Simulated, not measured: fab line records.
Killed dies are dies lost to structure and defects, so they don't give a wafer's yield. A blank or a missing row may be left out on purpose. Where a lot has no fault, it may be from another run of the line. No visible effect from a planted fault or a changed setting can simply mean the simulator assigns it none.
What tool caused it? | flow gf180mcu | 15 lots with 45 wafers sampled at 3 steps, on a route of 602 steps

== WHAT EACH GAUGE READ, for each wafer ==
GF_V3_THK_MEAS_03. Usual: V3_CVD_02_THK typically reads 856 nm, with standard deviation 13.
lot  | measured     | on            | V3_CVD_02_THK (nm) | flag
L894 | day 22 13:10 | film_metro-01 | 846 850 865        |
L895 | day 23 02:04 | film_metro-01 | 856 865 869        |
L896 | day 23 11:32 | film_metro-03 | 846 852 875        |
L897 | day 23 17:19 | film_metro-02 | 851 876 866        |
L899 | day 24 10:05 | film_metro-01 | 861 859 873        |
L900 | day 24 20:31 | film_metro-01 | 841 865 859        |
L901 | day 25 03:05 | film_metro-01 | 839 843 853        |
L902 | day 25 15:25 | film_metro-03 | 858 853 882        |
L904 | day 26 02:44 | film_metro-02 | 861 864 874        |
L908 | day 27 06:23 | film_metro-02 | 862 840 869        |
L910 | day 27 20:03 | film_metro-03 | 846 827 830        |
L911 | day 28 02:53 | film_metro-01 | 856 858 874        |
L912 | day 28 11:59 | film_metro-03 | 832 840 826        |
L913 | day 28 13:03 | film_metro-03 | 838 856 852        |
L914 | day 29 00:07 | film_metro-03 | 846 827 856        |

GF_V3_OVL_MEAS_15. Usual: V3_OVL typically reads -2 nm, with standard deviation 5.1.
lot  | measured     | on         | V3_OVL (nm) | flag
L894 | day 23 12:28 | overlay-01 | -3 0 -5     |
L895 | day 24 01:28 | overlay-02 | -6 -8 -5    |
L896 | day 24 10:28 | overlay-02 | 2 6 -6      |
L897 | day 24 16:01 | overlay-01 | -7 -13 -6   |
L899 | day 25 07:41 | overlay-02 | -3 3 -1     |
L900 | day 25 18:55 | overlay-02 | -2 -4 4     |
L901 | day 26 00:08 | overlay-01 | 2 2 -4      |
L902 | day 26 13:04 | overlay-01 | 5 3 9       |
L904 | day 27 00:01 | overlay-01 | -1 -10 -5   |
L908 | day 28 02:28 | overlay-02 | -3 -14 -12  |
L910 | day 28 16:58 | overlay-02 | 6 1 -4      |
L911 | day 28 23:22 | overlay-02 | -8 -4 -2    |
L912 | day 29 07:44 | overlay-01 | -8 5 3      |
L913 | day 29 09:15 | overlay-01 | -7 -1 -6    |
L914 | day 29 19:03 | overlay-02 | 2 7 5       |

== EACH LOT AND THE TOOL THAT RAN IT (in order: tool; ch and the chambers of the sampled wafers; start) ==
lot  | GF_V3_CMP_04
L894 | cmp-02 ch 0,3, day 22 13:13
L895 | cmp-02 ch 0,2,3, day 23 02:13
L896 | cmp-02 ch 1,2, day 23 11:35
L897 | cmp-01 ch 0,2, day 23 17:21
L899 | cmp-01 ch 0,1,2, day 24 10:08
L900 | cmp-02 ch 0,2,3, day 24 21:01
L901 | cmp-01 ch 1,2,3, day 25 03:17
L902 | cmp-01 ch 0,3, day 25 15:32
L904 | cmp-02 ch 0,1,3, day 26 02:47
L908 | cmp-02 ch 1,2,3, day 27 06:29
L910 | cmp-02 ch 0,1,3, day 27 20:07
L911 | cmp-01 ch 2,3, day 28 02:56
L912 | cmp-02 ch 0,1,3, day 28 12:08
L913 | cmp-02 ch 0,1,2, day 28 13:10
L914 | cmp-02 ch 0,2,3, day 29 00:10
- GF_V3_CMP_04: polishes SiO2.

== WHAT THE TOOLS THEMSELVES READ (means of the sampled wafers that have a number; where no wafer has one, the mark that the record gives instead) ==
GF_V3_CMP_04. Usual: motor_current_A 11.8 A, standard deviation 1.3; retaining_ring_pressure_frac 1.000, standard deviation 0.0048; time_to_endpoint_s 84 s, standard deviation 5.6.
lot  | tool   | motor_current_A (A) | retaining_ring_pressure_frac | time_to_endpoint_s (s) | flag
L894 | cmp-02 | 11.7                | 0.998                        | 84                     |
L895 | cmp-02 | 11.8                | 1.001                        | 89                     |
L896 | cmp-02 | 11.3                | 0.999                        | 89                     |
L897 | cmp-01 | 11.7                | 0.997                        | 85                     |
L899 | cmp-01 | 12.6                | 0.998                        | 88                     |
L900 | cmp-02 | 11.9                | 0.999                        | 86                     |
L901 | cmp-01 | 12.5                | 0.997                        | 75                     |
L902 | cmp-01 | 12.1                | 1.002                        | 82                     |
L904 | cmp-02 | 11.2                | 1.002                        | 89                     |
L908 | cmp-02 | 11.8                | 1.000                        | 87                     |
L910 | cmp-02 | 11.5                | 0.999                        | 78                     |
L911 | cmp-01 | 11.6                | 0.998                        | 84                     |
L912 | cmp-02 | 11.1                | 1.000                        | 77                     |
L913 | cmp-02 | 11.0                | 1.003                        | 86                     |
L914 | cmp-02 | 11.8                | 0.995                        | 85                     |

== THE ANSWER, worked out from the rows above alone ==
Rule: lot off if the mean of its wafers having a number is beyond 3 standard deviations from the usual mean. Also off: a lot with no number at a reading for which 4 or more lots have one. Any other lot the step has rows for is counted as sound. Order of review: gauges by route order, followed by the tools' own readings, for which a lot's mean as printed above is used. The first step at which some lot is off is used, and at that step the reading that is off furthest; a lot without a number counts as furthest.
Across all readings shown, no lot is off: no conclusion can be drawn from this.

== WHAT THE SIMULATOR HAD INSERTED ==
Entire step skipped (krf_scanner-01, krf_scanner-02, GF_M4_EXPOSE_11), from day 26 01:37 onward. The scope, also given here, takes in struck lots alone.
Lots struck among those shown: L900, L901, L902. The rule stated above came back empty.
